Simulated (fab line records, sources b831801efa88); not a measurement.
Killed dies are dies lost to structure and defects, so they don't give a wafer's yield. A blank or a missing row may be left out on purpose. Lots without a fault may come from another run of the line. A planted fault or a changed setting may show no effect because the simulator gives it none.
One fault seen from 2 desks | flow sky130 | each desk has only its own numbers; what lay behind them comes last

THE TOOL OWNER'S DESK: pvd_sputter-02
The tool's own readings at SKY_CAPM_SPUTTER_02 (material TiN, target thk 200 nm, time 166.7 s): means of the sampled wafers that have a number, for each lot that ran on this tool. A lot is out of limits, marked OUT, if its mean lies more than 4 standard deviations from the usual mean; the brackets give that distance.
Columns: A = throttle_valve_pct at SKY_CAPM_SPUTTER_02, usual 29.9 %
lot  | first seen here | A
L959 | day 37 00:08    | 30.1
L960 | day 37 12:11    | 29.3
L961 | day 37 15:20    | 29.2
L963 | day 38 03:44    | 28.7
L972 | day 40 22:34    | 29.3
L973 | day 41 11:42    | 28.6
L976 | day 41 20:48    | 29.6
This desk's finding: nothing out of limits on any of the 7 lots.

THE METROLOGY DESK
What the gauges read, lot by lot, whatever tool the lot ran on: means of the sampled wafers that have a number. A lot is out of limits, marked OUT, if its mean lies more than 4 standard deviations from the usual mean; the brackets give that distance.
Columns: A = CAPM_TIN_RS at SKY_CAPM_RS_MEAS_03, usual 6.94 ohm/sq; B = CAPM_TIN_THK at SKY_CAPM_THK_MEAS_04, usual 197.6 nm
lot  | first seen here | A               | B
L959 | day 37 00:15    | 6.87            | 200.0
L960 | day 37 12:19    | 6.92            | 198.6
L961 | day 37 15:27    | 6.97            | 199.4
L963 | day 38 03:50    | 6.91            | 197.7
L965 | day 38 21:29    | 6.87            | 201.4
L972 | day 40 22:41    | 7.05            | 194.6
L973 | day 41 11:52    | 6.60 (-4.9) OUT | 204.6
L975 | day 41 14:16    | 6.86            | 196.8
L976 | day 41 20:56    | 6.65 (-4.3) OUT | 203.1
L981 | day 43 06:11    | 6.95            | 198.1
This desk's finding: out of limits on L973, L976; first on L973, day 41 11:52 (CAPM_TIN_RS at SKY_CAPM_RS_MEAS_03). In limits: L959, L960, L961, L963, L965, L972, L975, L981.

PUT TOGETHER
The metrology desk could have raised an alarm at day 41 11:52, on L973, L976.
The tool owner's desk saw nothing out of limits.
The tool owner's desk has L973, L976 on record, within its limits.
Of the lots named, all ran SKY_CAPM_SPUTTER_02 on pvd_sputter-02.

WHAT THE SIMULATOR HAD PUT IN
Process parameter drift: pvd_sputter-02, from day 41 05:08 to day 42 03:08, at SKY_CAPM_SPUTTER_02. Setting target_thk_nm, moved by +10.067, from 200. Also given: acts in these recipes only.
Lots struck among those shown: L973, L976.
Hours from the fault's start to each desk's first reading out of limits: the metrology desk, 7.
